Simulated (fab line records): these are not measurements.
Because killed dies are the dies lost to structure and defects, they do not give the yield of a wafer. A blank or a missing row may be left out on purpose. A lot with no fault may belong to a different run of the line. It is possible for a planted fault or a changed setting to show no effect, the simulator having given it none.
Problem report in the 8D (eight disciplines) form, filled by code -- flow sky130 -- the parts of the form that need people (team, actions taken, sign-off) are left out

== 1. WHAT WENT WRONG ==
Wafers free of any fault read 15.60 nm (standard deviation 0.23) for CAP2M_CVD_00_THK at SKY_CAP2M_THK_MEAS_01, against a mean of 14.43 nm on 2 wafers of 2 lots. Measured from the usual mean, that is -5.1 standard deviations.
First seen on wafer L161.1, day 46 13:19, on film-metro-04. Wafers with a number at this step in the record: 33, from 11 lots. The rule behind "out" and "out of limits": a value lying over 4 standard deviations away from the usual mean. All remaining wafers that have a number are taken as sound.

== 2. WHAT IT IS, WHAT IT ISN'T ==
question,is,is not
which readings at this step,CAP2M_CVD_00_THK,-
which lots,"L161, L162","L139, L140, L141, L143, L146, L148, L149, L150, L152"
which wafers of those lots,"L161.1, L162.4","L161.2, L161.5, L162.2, L162.5"
read on which gauges,"film-metro-01, film-metro-04",film-metro-03
when,from day 46 13:19,up to then (29 sound wafers); but 2 sound wafers of L162 came after

== 3. THE SUSPECTS, EACH WITH WHAT RULES IT OUT ==
Counting: a tool at a process step up to the reading stays a suspect if it ran every lot that is out. Sound lots after the first of them don't rule it out here, since some wafers of a struck lot are sound.
- the gauge at SKY_CAP2M_THK_MEAS_01 is ruled out. 2 gauges (film-metro-01, film-metro-04) read the wafers that are out.
- cmp-02 at SKY_VIA3_CMP_02 (polishes SiO2): kept. It processed each lot that is out (first: L161, day 45 13:48); up to then, its last sound lot is L149 (day 42 10:43).
- pecvd-02 at SKY_CAP2M_CVD_00 (deposits SiO2, target thk 15.5 nm): kept. It processed each lot that is out (first: L161, day 46 13:17); up to then, its last sound lot is L149 (day 43 12:34).
What counting leaves: cmp-02 at SKY_VIA3_CMP_02 and pecvd-02 at SKY_CAP2M_CVD_00.

== 4. THE CAUSE (what the simulator had put in) ==
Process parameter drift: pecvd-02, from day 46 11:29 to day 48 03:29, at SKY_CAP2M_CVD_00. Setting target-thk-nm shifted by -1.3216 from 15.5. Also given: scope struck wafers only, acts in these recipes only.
2 suspects survive the count, and this tool is in that group.

== 5. SEQUENCE OF EFFECTS, ordered by route ==
Each row: a reading where the mean over the struck wafers with a number is more than 3 standard deviations away from the usual. Scope: only readings with a usual standard deviation given in the record; hours: median across lots of the time from each lot's start at the first step in this table that gives one to its start at this step; sigmas: change in usual standard deviations.
hours,step,reading,usual,on struck wafers,change,sigmas
0,SKY_CAP2M_THK_MEAS_01,CAP2M_CVD_00_THK,15.60 nm,14.43,-1.17,-5.1
41,SKY_METAL4_ETCH_17,oes-product-au,0.757 a.u.,0.730,-0.027,-3.8
Here are the process steps it includes:
- SKY_METAL4_ETCH_17: etches SiO2 in C4F8/O2/Ar, stops on TiN, time 3.9 s, target depth 15 nm.
At these later measuring or inspecting steps, every struck wafer for which the step has a row has a number for every such reading, and none has moved that far: SKY_CAP2M_OVL_MEAS_12.

== 6. WHAT WOULD HAVE CAUGHT IT SOONER ==
In this record the first reading out of limits at a measuring or inspecting step was taken at day 46 13:19, 2 hours after the fault began at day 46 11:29.
No tool reading at SKY_CAP2M_CVD_00 that has a usual standard deviation in the record was out on any struck wafer, so an alarm limit of 4 standard deviations on those readings would not have fired.
Among the 2 lots that are out, L162 began SKY_CAP2M_CVD_00 on pecvd-02 after day 46 13:19. Putting the tool on hold at that point would have spared it.
